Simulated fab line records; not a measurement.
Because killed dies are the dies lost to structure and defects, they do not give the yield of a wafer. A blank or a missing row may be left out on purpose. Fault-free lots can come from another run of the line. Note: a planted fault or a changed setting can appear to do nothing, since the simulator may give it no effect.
Which of the tools did it? -- flow gf180mcu -- 13 lots, 39 wafers sampled, at 2 steps of a route of 602

WHAT THE GAUGES READ, wafer by wafer
GF_VT_IMPLANT_TW_MEAS_10. Usual: for VT_IMPLANT_TW the level is 565.0 and the standard deviation is 2.8.
lot,measured,on,VT_IMPLANT_TW,flag
L519,day 5 13:12,film_metro-01,561.1 559.2 562.8,
L520,day 5 22:14,film_metro-01,564.7 563.0 565.8,
L522,day 6 09:16,film_metro-01,564.2 564.6 561.0,
L523,day 6 13:49,film_metro-04,567.5 565.4 568.2,
L524,day 6 21:28,film_metro-03,564.6 564.5 563.1,
L526,day 7 09:35,film_metro-04,562.4 562.5 561.4,
L527,day 7 12:25,film_metro-03,563.2 565.2 563.8,
L528,day 8 02:17,film_metro-03,563.7 565.6 560.8,
L529,day 8 02:37,film_metro-04,562.6 569.9 566.3,
L532,day 8 22:38,film_metro-04,562.4 568.4 565.2,
L533,day 9 09:17,film_metro-04,565.4 563.5 567.5,
L534,day 9 12:20,film_metro-03,508.5 511.9 509.4,OFF
L535,day 9 14:20,film_metro-03,509.7 508.9 509.7,OFF

EACH LOT AND THE TOOL THAT RAN IT (in order: tool; ch and the chambers of the sampled wafers; start)
lot,GF_VT_IMPLANT_IMPLANT_08
L519,"implanter-04 ch 0, day 5 12:57"
L520,"implanter-04 ch 0, day 5 21:59"
L522,"implanter-04 ch 0, day 6 09:04"
L523,"implanter-03 ch 0, day 6 13:35"
L524,"implanter-04 ch 0, day 6 21:14"
L526,"implanter-03 ch 0, day 7 09:20"
L527,"implanter-04 ch 0, day 7 12:11"
L528,"implanter-03 ch 0, day 8 02:02"
L529,"implanter-01 ch 0, day 8 02:24"
L532,"implanter-04 ch 0, day 8 22:24"
L533,"implanter-04 ch 0, day 9 09:02"
L534,"implanter-04 ch 0, day 9 12:05"
L535,"implanter-04 ch 0, day 9 14:05"
- GF_VT_IMPLANT_IMPLANT_08

WHAT THE TOOLS THEMSELVES READ (means of the sampled wafers that have a number; where no wafer has one, the mark that the record gives instead)
GF_VT_IMPLANT_IMPLANT_08. Usual: dose_ions_cm2 8.292e+12, standard deviation 8.4e+09; faraday_current_uA 46.8, standard deviation 0.89.
lot,tool,dose_ions_cm2,faraday_current_uA,flag
L519,implanter-04,8.291e+12,46.6,
L520,implanter-04,8.289e+12,47.1,
L522,implanter-04,8.298e+12,45.6,
L523,implanter-03,8.292e+12,47.2,
L524,implanter-04,8.305e+12,45.9,
L526,implanter-03,8.304e+12,46.6,
L527,implanter-04,8.289e+12,46.8,
L528,implanter-03,8.285e+12,46.1,
L529,implanter-01,8.290e+12,46.6,
L532,implanter-04,8.288e+12,46.9,
L533,implanter-04,8.285e+12,47.4,
L534,implanter-04,5.771e+12,32.7,OFF
L535,implanter-04,5.763e+12,32.3,OFF

THE ANSWER, worked out from the rows above alone
Rule: lot off if the mean of its wafers having a number is beyond 3 standard deviations from the usual mean. A lot without any number at a reading at which 4 lots or more have one is off too. The other lots that the step has rows for count as sound. The gauges are gone through in route order, then the tools' own readings, and for those a lot's mean is taken as printed above. The first step at which some lot is off is used, and at that step the reading that is off furthest; a lot without a number counts as furthest.
Off: L534, L535, at GF_VT_IMPLANT_TW_MEAS_10 (VT_IMPLANT_TW).
A tool fits if, at a process step before that reading, it ran every lot that is off, and no sound lot after the first of them. Not tried: the gauges at GF_VT_IMPLANT_TW_MEAS_10; whatever is off there is also off at GF_VT_IMPLANT_IMPLANT_08, on other tools, and gauge error can't account for it. One fits: GF_VT_IMPLANT_IMPLANT_08 on implanter-04. Its last sound lot is L533 (day 9 09:02), its first lot that is off L534 (day 9 12:05): a fault that began between those two fits.
The tool's own readings at GF_VT_IMPLANT_IMPLANT_08 bear it out: on the lots that are off they differ by more than 5 times the standard deviation of the sound lots' means. dose_ions_cm2 reads 5.767e+12 there against 8.292e+12 on the sound lots; faraday_current_uA reads 32.5 there against 46.6 on the sound lots.

WHAT THE SIMULATOR HAD INSERTED
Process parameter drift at GF_VT_IMPLANT_IMPLANT_08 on implanter-04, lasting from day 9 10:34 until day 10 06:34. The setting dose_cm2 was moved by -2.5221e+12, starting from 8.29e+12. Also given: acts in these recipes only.
Lots struck among those shown: L534, L535. The rule above reached the same finding.
